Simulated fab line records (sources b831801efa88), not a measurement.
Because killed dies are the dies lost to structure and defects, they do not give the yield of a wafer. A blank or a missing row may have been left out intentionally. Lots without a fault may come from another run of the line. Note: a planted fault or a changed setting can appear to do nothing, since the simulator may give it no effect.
fab line records | flow gf180mcu
record lots=24 wafers=72 lastDay=34
route steps=602 shown VT_IMPLANT@135 CONTACT@292 M1@316 M2@363 M4@458 V5@562
lots untouched by any fault: they come from a run of this same line in which no faults occurred
startH: the number of hours between the record's first day and the start of the first shown wafer of the lot | waitH: hours elapsed since this lot's preceding step | " as in the row above | L1.1+2: one row covering several wafers at once | - no value, or no start was given | * or withheld: withheld | < > ~ a bound
route shown NAME@n: a module of which the file shows steps, and the number in the route of the first | usual: mean/standard deviation taken from wafers without a fault | same: alike in all rows | chamber/n: place in a boat | sites: readings site by site | _std_site: their standard deviation | _edge_site: inner sites' mean taken away from outer sites' mean | radiusMm: for every site, how far away it sits from the centre of the wafer | mask NAME#n: copy n | behind: the most recent tool/chamber to have shaped the wafer | hold: the reason the lot was held/the length of the hold in hours/how it ended | device: transistor that didn't switch, given as n, p or np | end of line: tests run on the same wafers once the route is complete | step lacking rows: just its recipe | killed: at the first sort, the dies lost to defects and structure; wafer yield is something else | map: dies across one wafer; x = killed, . = not, _ = none there
set.NAME: the setting that was run; set.NAME@STEP: the one run at that earlier step | model.NAME: the simulator's own value behind a step, which no gauge read
steps of the route over a sample of lots; a table a step, a row a wafer
services: a tool's chamber out of use, with start hour (startH, from the record's first day; less than 0 if before it), hours out, and reason
## steps
# step GF_VT_IMPLANT_RTA_45
# recipe tempC=1050 timeS=30 ambient=N2
# usual annealTempCMax=1056.1/1.5 lampPowerPct=35/3.1 wafer_temp_C_max=1055.8/2.4
# columns lot.wafer tool chamber startH waitH annealTempCMax lampPowerPct wafer_temp_C_max
L074.1 rtpAnneal-02 0 159.04 0.0 1054.5 33 1052.4
L074.3 " 0 " " 1054.8 33 1054.6
L074.5 " 0 " " 1055.6 33 1053.4
L075.1 rtpAnneal-01 0 166.45 0.0 1055.8 39 1058.2
L075.2 " 0 " " 1058.0 39 1058.8
L075.4 " 0 " " 1056.9 39 1057.1
L076.2 rtpAnneal-02 0 168.61 0.0 1054.6 33 1053.9
L076.3 " 0 " " 1055.6 33 1053.7
L076.5 " 0 " " 1056.6 33 1053.5
L077.3 rtpAnneal-01 0 177.79 0.0 1056.0 39 1056.4
L077.4 " 0 " " 1057.9 39 1058.1
L077.6 " 0 " " 1056.9 39 1056.3
L078.1 rtpAnneal-02 0 186.01 0.0 1055.0 33 1054.1
L078.2 " 0 " " 1055.9 33 1053.4
L078.6 " 0 " " 1053.7 33 1054.7
L079.2 rtpAnneal-01 0 188.36 0.0 1057.0 39 1059.2
L079.5 " 0 " " 1055.9 39 1056.4
L079.6 " 0 " " 1056.5 39 1056.9
L080.2 rtpAnneal-01 0 197.72 0.0 1056.7 39 1064.9
L080.4 " 0 " " 1058.9 39 1057.2
L080.6 " 0 " " 1056.3 39 1056.8
L081.2 rtpAnneal-02 0 204.22 0.0 1054.8 33 1054.8
L081.4 " 0 " " 1055.0 33 1053.3
L081.5 " 0 " " 1055.4 33 1055.7
L082.3 rtpAnneal-02 0 212.54 0.0 1055.5 33 1054.8
L082.4 " 0 " " 1054.8 33 1056.1
L082.5 " 0 " " 1055.3 33 1054.3
L083.3 rtpAnneal-02 0 218.29 0.0 1056.5 33 1053.7
L083.4 " 0 " " 1054.9 33 1054.2
L083.5 " 0 " " 1054.8 33 1054.8
L084.4 rtpAnneal-02 0 228.89 0.1 1054.8 33 1054.1
L084.5 " 0 " " 1054.8 33 1053.4
L084.6 " 0 " " 1055.9 33 1052.5
L085.1 rtpAnneal-02 0 233.94 0.0 1054.1 33 1054.0
L085.5 " 0 " " 1055.9 33 1054.4
L085.6 " 0 " " 1055.0 33 1052.9
L086.1 rtpAnneal-02 0 240.69 0.0 1054.5 33 1054.9
L086.2 " 0 " " 1055.7 33 1055.1
L086.3 " 0 " " 1057.0 33 1053.2
L087.2 rtpAnneal-02 0 244.16 0.0 1055.0 33 1055.5
L087.3 " 0 " " 1054.1 33 1054.5
L087.6 " 0 " " 1056.0 33 1054.3
L088.2 rtpAnneal-02 0 252.81 0.0 1054.9 33 1052.7
L088.3 " 0 " " 1055.0 33 1054.7
L088.5 " 0 " " 1055.0 33 1053.3
L089.1 rtpAnneal-02 0 258.01 0.0 1055.4 33 1053.6
L089.3 " 0 " " 1054.5 33 1052.9
L089.6 " 0 " " 1054.9 33 1054.6
L090.1 rtpAnneal-01 0 262.61 0.0 1056.6 39 1056.0
L090.2 " 0 " " 1058.1 39 1056.8
L090.4 " 0 " " 1055.4 39 1060.7
L091.1 rtpAnneal-01 0 271.47 0.0 1057.3 39 1058.0
L091.2 " 0 " " 1057.2 39 1060.4
L091.4 " 0 " " 1060.6 39 1058.5
L092.2 rtpAnneal-02 0 279.11 0.0 1055.4 33 1054.4
L092.4 " 0 " " 1055.7 33 1054.5
L092.5 " 0 " " 1055.7 33 1054.7
L093.1 rtpAnneal-01 0 285.26 0.0 1055.7 39 1058.5
L093.4 " 0 " " 1059.0 39 1057.6
L093.5 " 0 " " 1057.9 39 1058.4
L094.1 rtpAnneal-01 0 294.92 0.0 1057.8 39 1063.5
L094.2 " 0 " " 1057.1 39 1058.3
L094.4 " 0 " " 1058.1 39 1055.5
L095.3 rtpAnneal-02 0 306.14 0.0 1054.9 33 1053.6
L095.4 " 0 " " 1055.4 33 1053.8
L095.5 " 0 " " 1055.5 33 1052.8
L096.2 rtpAnneal-01 0 315.09 0.0 1058.2 39 1057.2
L096.4 " 0 " " 1060.0 39 1058.0
L096.6 " 0 " " 1058.6 39 1060.2
L097.1 rtpAnneal-01 0 321.44 0.0 1058.5 39 1060.4
L097.3 " 0 " " 1057.1 39 1056.1
L097.4 " 0 " " 1058.4 39 1058.7
# step GF_CONTACT_BOW_MEAS_05
# recipe mode=bow
# usual CONTACT_BOW=65/7
# columns lot.wafer tool chamber startH waitH CONTACT_BOW[um]
L074.1 filmMetro-04 - 343.69 0.1 50
L074.3 " - " " 55
L074.5 " - " " 71
L075.1 filmMetro-03 - 352.22 0.1 67
L075.2 " - " " 65
L075.4 " - " " 63
L076.2 filmMetro-02 - 356.92 0.2 72
L076.3 " - " " 60
L076.5 " - " " 61
L077.3 filmMetro-03 - 365.38 0.2 60
L077.4 " - " " 61
L077.6 " - " " 61
L078.1 filmMetro-04 - 376.49 0.2 81
L078.2 " - " " 76
L078.6 " - " " 58
L079.2 filmMetro-03 - 380.37 0.1 52
L079.5 " - " " 58
L079.6 " - " " 68
L080.2 filmMetro-02 - 389.47 0.2 73
L080.4 " - " " 66
L080.6 " - " " 73
L081.2 filmMetro-03 - 401.80 0.2 65
L081.4 " - " " 71
L081.5 " - " " 64
L082.3 filmMetro-03 - 411.06 0.2 83
L082.4 " - " " 76
L082.5 " - " " 78
L083.3 filmMetro-04 - 415.43 0.2 55
L083.4 " - " " 52
L083.5 " - " " 59
L084.4 filmMetro-03 - 433.44 0.2 61
L084.5 " - " " 56
L084.6 " - " " 67
L085.1 filmMetro-02 - 440.73 0.1 57
L085.5 " - " " 57
L085.6 " - " " 74
L086.1 filmMetro-02 - 448.03 0.1 63
L086.2 " - " " 69
L086.3 " - " " 73
L087.2 filmMetro-02 - 455.35 0.2 59
L087.3 " - " " 66
L087.6 " - " " 68
L088.2 filmMetro-04 - 466.95 0.2 61
L088.3 " - " " 58
L088.5 " - " " 64
L089.1 filmMetro-03 - 473.85 0.2 68
L089.3 " - " " 69
L089.6 " - " " 70
L090.1 filmMetro-02 - 478.79 0.2 59
L090.2 " - " " 62
L090.4 " - " " 69
L091.1 filmMetro-02 - 488.73 0.1 56
L091.2 " - " " 76
L091.4 " - " " 67
L092.2 filmMetro-04 - 497.38 0.2 64
L092.4 " - " " 61
L092.5 " - " " 64
L093.1 filmMetro-04 - 503.82 0.2 59
L093.4 " - " " 56
L093.5 " - " " 63
L094.1 filmMetro-03 - 517.90 0.1 68
L094.2 " - " " 65
L094.4 " - " " 67
L095.3 filmMetro-02 - 525.22 0.2 66
L095.4 " - " " 65
L095.5 " - " " 70
L096.2 filmMetro-03 - 537.75 0.3 73
L096.4 " - " " 62
L096.6 " - " " 76
L097.1 filmMetro-04 - 545.94 0.1 68
L097.3 " - " " 61
L097.4 " - " " 67
# step GF_M1_SPUTTER_01
# recipe material=TiN targetThkNm=30 powerW=6500 timeS=25 chamberPressurePa=0.4
# usual throttleValvePct=30.1/1.1
# columns lot.wafer tool chamber startH waitH throttleValvePct
L074.1 pvdSputter-03 - 367.41 0.1 31.0
L074.3 " - " " 28.9
L074.5 " - " " 29.2
L075.1 pvdSputter-01 - 375.71 0.1 27.7
L075.2 " - " " 30.7
L075.4 " - " " 30.1
L076.2 pvdSputter-01 - 380.08 0.1 30.2
L076.3 " - " " 28.1
L076.5 " - " " 30.8
L077.3 pvdSputter-01 - 389.03 0.1 30.7
L077.4 " - " " 31.0
L077.6 " - " " 30.7
L078.1 pvdSputter-03 - 401.06 0.1 30.8
L078.2 " - " " 29.1
L078.6 " - " " 31.2
L079.2 pvdSputter-04 - 404.83 0.1 29.1
L079.5 " - " " 29.2
L079.6 " - " " 31.6
L080.2 pvdSputter-01 - 414.28 0.1 30.8
L080.4 " - " " 27.8
L080.6 " - " " 30.2
L081.2 pvdSputter-04 - 426.50 0.1 30.2
L081.4 " - " " 31.1
L081.5 " - " " 31.4
L082.3 pvdSputter-03 - 436.40 0.1 29.1
L082.4 " - " " 31.2
L082.5 " - " " 31.3
L083.3 pvdSputter-04 - 441.37 0.1 29.4
L083.4 " - " " 29.2
L083.5 " - " " 31.4
L084.4 pvdSputter-01 - 459.31 0.1 30.5
L084.5 " - " " 30.2
L084.6 " - " " 30.8
L085.1 pvdSputter-01 - 466.47 0.1 31.2
L085.5 " - " " 30.8
L085.6 " - " " 30.2
L086.1 pvdSputter-04 - 474.22 0.1 31.2
L086.2 " - " " 29.4
L086.3 " - " " 30.2
L087.2 pvdSputter-03 - 481.27 0.1 29.4
L087.3 " - " " 30.9
L087.6 " - " " 29.0
L088.2 pvdSputter-03 - 492.00 0.1 29.2
L088.3 " - " " 30.9
L088.5 " - " " 30.9
L089.1 pvdSputter-03 - 499.26 0.1 30.6
L089.3 " - " " 31.9
L089.6 " - " " 30.9
L090.1 pvdSputter-03 - 503.86 0.1 30.9
L090.2 " - " " 28.9
L090.4 " - " " 32.3
L091.1 pvdSputter-01 - 513.74 0.1 27.8
L091.2 " - " " 30.3
L091.4 " - " " 30.8
L092.2 pvdSputter-03 - 522.23 0.1 29.2
L092.4 " - " " 30.8
L092.5 " - " " 32.4
L093.1 pvdSputter-03 - 528.56 0.1 32.1
L093.4 " - " " 30.9
L093.5 " - " " 29.0
L094.1 pvdSputter-01 - 542.00 0.1 30.7
L094.2 " - " " 28.0
L094.4 " - " " 30.9
L095.3 pvdSputter-01 - 548.89 0.1 30.4
L095.4 " - " " 30.2
L095.5 " - " " 28.0
L096.2 pvdSputter-01 - 561.40 0.1 30.1
L096.4 " - " " 30.7
L096.6 " - " " 31.1
L097.1 pvdSputter-03 - 569.29 0.1 32.0
L097.3 " - " " 30.9
L097.4 " - " " 29.1
# step GF_M2_SPUTTER_01
# recipe material=TiN targetThkNm=30 powerW=6500 timeS=25 chamberPressurePa=0.4
# usual throttleValvePct=30.2/0.99
# columns lot.wafer tool chamber startH waitH throttleValvePct
L074.1 pvdSputter-04 - 416.80 0.1 28.8
L074.3 " - " " 30.2
L074.5 " - " " 30.5
L075.1 pvdSputter-02 - 425.42 0.1 30.1
L075.2 " - " " 29.9
L075.4 " - " " 29.5
L076.2 pvdSputter-02 - 429.95 0.1 29.8
L076.3 " - " " 29.6
L076.5 " - " " 31.7
L077.3 pvdSputter-03 - 438.28 0.1 29.2
L077.4 " - " " 31.1
L077.6 " - " " 29.3
L078.1 pvdSputter-04 - 451.84 0.1 30.0
L078.2 " - " " 29.2
L078.6 " - " " 29.2
L079.2 pvdSputter-02 - 456.49 0.1 29.5
L079.5 " - " " 29.6
L079.6 " - " " 31.3
L080.2 pvdSputter-04 - 465.14 0.1 31.3
L080.4 " - " " 30.4
L080.6 " - " " 30.1
L081.2 pvdSputter-03 - 479.82 0.1 31.2
L081.4 " - " " 29.4
L081.5 " - " " 31.2
L082.3 pvdSputter-03 - 487.84 0.1 29.1
L082.4 " - " " 30.9
L082.5 " - " " 29.0
L083.3 pvdSputter-04 - 492.98 0.1 31.3
L083.4 " - " " 30.4
L083.5 " - " " 29.2
L084.4 pvdSputter-03 - 510.16 0.1 29.1
L084.5 " - " " 31.1
L084.6 " - " " 29.1
L085.1 pvdSputter-02 - 517.67 0.1 29.5
L085.5 " - " " 29.4
L085.6 " - " " 31.0
L086.1 pvdSputter-02 - 525.21 0.1 31.5
L086.2 " - " " 29.5
L086.3 " - " " 30.0
L087.2 pvdSputter-04 - 531.60 0.1 29.2
L087.3 " - " " 31.2
L087.6 " - " " 29.2
L088.2 pvdSputter-04 - 541.82 0.1 29.2
L088.3 " - " " 29.2
L088.5 " - " " 29.2
L089.1 pvdSputter-03 - 548.59 0.1 32.1
L089.3 " - " " 30.9
L089.6 " - " " 29.2
L090.1 pvdSputter-02 - 553.23 0.1 30.3
L090.2 " - " " 31.4
L090.4 " - " " 30.1
L091.1 pvdSputter-02 - 562.63 0.1 29.6
L091.2 " - " " 31.3
L091.4 " - " " 29.9
L092.2 pvdSputter-03 - 571.25 0.1 30.9
L092.4 " - " " 29.5
L092.5 " - " " 29.2
L093.1 pvdSputter-03 - 576.49 0.1 29.3
L093.4 " - " " 29.1
L093.5 " - " " 31.7
L094.1 pvdSputter-03 - 589.47 0.1 31.1
L094.2 " - " " 29.0
L094.4 " - " " 29.1
L095.3 pvdSputter-03 - 595.57 0.1 30.9
L095.4 " - " " 29.2
L095.5 " - " " 32.1
L096.2 pvdSputter-02 - 607.77 0.1 29.4
L096.4 " - " " 30.5
L096.6 " - " " 29.5
L097.1 pvdSputter-02 - 615.02 0.1 31.0
L097.3 " - " " 29.6
L097.4 " - " " 29.9
# step GF_M4_SPUTTER_02
# recipe material=AlCu targetThkNm=450 powerW=10600 timeS=23.9 chamberPressurePa=0.4
# usual throttleValvePct=30.3/1
# columns lot.wafer tool chamber startH waitH throttleValvePct
L074.1 pvdSputter-04 - 519.59 0.0 29.2
L074.3 " - " " 31.2
L074.5 " - " " 29.0
L075.1 pvdSputter-04 - 526.50 0.0 30.3
L075.2 " - " " 31.2
L075.4 " - " " 30.4
L076.2 pvdSputter-02 - 531.77 0.0 29.7
L076.3 " - " " 31.4
L076.5 " - " " 31.3
L077.3 pvdSputter-04 - 539.58 0.0 30.3
L077.4 " - " " 30.2
L077.6 " - " " 29.3
L078.1 pvdSputter-02 - 551.10 0.0 29.5
L078.2 " - " " 30.3
L078.6 " - " " 29.5
L079.2 pvdSputter-03 - 557.07 0.0 31.1
L079.5 " - " " 29.4
L079.6 " - " " 31.0
L080.2 pvdSputter-02 - 564.21 0.0 31.2
L080.4 " - " " 30.3
L080.6 " - " " 30.3
L081.2 pvdSputter-03 - 578.11 0.0 30.9
L081.4 " - " " 32.4
L081.5 " - " " 31.0
L082.3 pvdSputter-03 - 584.08 0.0 30.8
L082.4 " - " " 32.0
L082.5 " - " " 29.1
L083.3 pvdSputter-02 - 590.44 0.0 29.5
L083.4 " - " " 30.3
L083.5 " - " " 31.1
L084.4 pvdSputter-04 - 606.66 0.0 29.2
L084.5 " - " " 31.4
L084.6 " - " " 29.4
L085.1 pvdSputter-03 - 611.81 0.0 29.1
L085.5 " - " " 29.1
L085.6 " - " " 32.2
L086.1 pvdSputter-03 - 619.16 0.0 29.4
L086.2 " - " " 32.0
L086.3 " - " " 30.9
L087.2 pvdSputter-03 - 624.93 0.0 29.1
L087.3 " - " " 31.1
L087.6 " - " " 29.4
L088.2 pvdSputter-03 - 633.40 0.0 30.8
L088.3 " - " " 32.1
L088.5 " - " " 31.1
L089.1 pvdSputter-03 - 640.06 0.0 31.9
L089.3 " - " " 30.8
L089.6 " - " " 28.9
L090.1 pvdSputter-04 - 644.79 0.0 31.5
L090.2 " - " " 30.4
L090.4 " - " " 29.4
L091.1 pvdSputter-04 - 653.76 0.0 30.6
L091.2 " - " " 29.3
L091.4 " - " " 31.3
L092.2 pvdSputter-03 - 659.76 0.0 32.1
L092.4 " - " " 31.1
L092.5 " - " " 31.2
L093.1 pvdSputter-03 - 664.55 0.0 31.0
L093.4 " - " " 32.1
L093.5 " - " " 29.3
L094.1 pvdSputter-02 - 677.25 0.0 31.1
L094.2 " - " " 29.6
L094.4 " - " " 30.2
L095.3 pvdSputter-02 - 681.51 0.0 29.8
L095.4 " - " " 30.0
L095.5 " - " " 30.4
L096.2 pvdSputter-04 - 692.44 0.0 30.3
L096.4 " - " " 29.0
L096.6 " - " " 30.3
L097.1 pvdSputter-02 - 699.37 0.0 29.5
L097.3 " - " " 30.2
L097.4 " - " " 29.9
# step GF_V5_SPUTTER_22
# recipe material=TiN targetThkNm=10 chamberPressurePa=5 powerW=4000 timeS=40
# usual throttleValvePct=30.2/1.1
# columns lot.wafer tool chamber startH waitH throttleValvePct
L074.1 pvdSputter-02 - 633.73 0.0 30.4
L074.3 " - " " 31.7
L074.5 " - " " 30.1
L075.1 pvdSputter-01 - 640.72 0.0 29.9
L075.2 " - " " 31.1
L075.4 " - " " 27.8
L076.2 pvdSputter-01 - 644.89 0.0 28.1
L076.3 " - " " 30.2
L076.5 " - " " 30.0
L077.3 pvdSputter-01 - 651.18 0.0 30.8
L077.4 " - " " 30.2
L077.6 " - " " 30.2
L078.1 pvdSputter-02 - 662.53 0.0 31.3
L078.2 " - " " 30.1
L078.6 " - " " 30.0
L079.2 pvdSputter-03 - 667.79 0.0 29.2
L079.5 " - " " 28.9
L079.6 " - " " 31.2
L080.2 pvdSputter-02 - 672.83 0.0 30.4
L080.4 " - " " 29.5
L080.6 " - " " 31.7
L081.2 pvdSputter-03 - 684.41 0.0 29.3
L081.4 " - " " 30.9
L081.5 " - " " 29.1
L082.3 pvdSputter-03 - 690.00 0.0 28.9
L082.4 " - " " 29.2
L082.5 " - " " 29.0
L083.3 pvdSputter-01 - 697.13 0.0 30.4
L083.4 " - " " 30.7
L083.5 " - " " 30.3
L084.4 pvdSputter-01 - 710.71 0.0 27.9
L084.5 " - " " 30.5
L084.6 " - " " 27.6
L085.1 pvdSputter-02 - 713.76 0.0 29.9
L085.5 " - " " 30.3
L085.6 " - " " 29.4
L086.1 pvdSputter-01 - 720.64 0.0 28.0
L086.2 " - " " 30.5
L086.3 " - " " 30.9
L087.2 pvdSputter-01 - 725.86 0.0 30.7
L087.3 " - " " 30.0
L087.6 " - " " 31.2
L088.2 pvdSputter-03 - 734.39 0.0 29.2
L088.3 " - " " 29.1
L088.5 " - " " 32.2
L089.1 pvdSputter-03 - 738.48 0.0 31.2
L089.3 " - " " 29.0
L089.6 " - " " 29.4
L090.1 pvdSputter-01 - 743.58 0.0 30.1
L090.2 " - " " 31.2
L090.4 " - " " 28.0
L091.1 pvdSputter-03 - 750.66 0.0 31.9
L091.2 " - " " 28.9
L091.4 " - " " 30.9
L092.2 pvdSputter-01 - 759.42 0.0 27.9
L092.4 " - " " 30.7
L092.5 " - " " 30.5
L093.1 pvdSputter-02 - 760.68 0.0 30.3
L093.4 " - " " 31.4
L093.5 " - " " 31.2
L094.1 pvdSputter-03 - 769.74 0.0 29.3
L094.2 " - " " 31.0
L094.4 " - " " 29.2
L095.3 pvdSputter-02 - 774.07 0.0 30.3
L095.4 " - " " 29.9
L095.5 " - " " 31.3
L096.2 pvdSputter-02 - 783.07 0.0 29.9
L096.4 " - " " 30.1
L096.6 " - " " 31.4
L097.1 pvdSputter-02 - 788.27 0.0 29.7
L097.3 " - " " 31.3
L097.4 " - " " 30.1
## services
# columns tool chamber startH hours kind
pvdSputter-01 - 137.24 2.9 repair
pvdSputter-02 - 172.76 0.6 repair
pvdSputter-02 - 182.36 0.5 repair
pvdSputter-01 - 206.95 39.9 repair
pvdSputter-02 - 210.65 6.2 repair
pvdSputter-04 - 322.24 9.0 repair
pvdSputter-03 - 328.90 0.9 repair
pvdSputter-03 - 539.28 3.2 repair
pvdSputter-04 - 546.96 13.0 repair
pvdSputter-04 - 551.38 47.9 repair
pvdSputter-02 - 557.02 1.4 repair
pvdSputter-01 - 600.69 5.3 repair
pvdSputter-04 - 603.04 1.2 repair
pvdSputter-01 - 609.77 1.6 repair
pvdSputter-01 - 621.88 10.5 repair
pvdSputter-04 - 685.41 2.9 repair
rtpAnneal-02 - 695.78 5.9 pm
pvdSputter-02 - 707.29 1.7 repair
pvdSputter-01 - 713.58 3.1 repair
pvdSputter-04 - 721.84 7.3 repair
pvdSputter-02 - 731.93 2.5 repair
pvdSputter-02 - 738.53 5.2 repair
pvdSputter-02 - 749.25 5.4 repair
pvdSputter-01 - 772.99 6.3 repair
## key
fault none
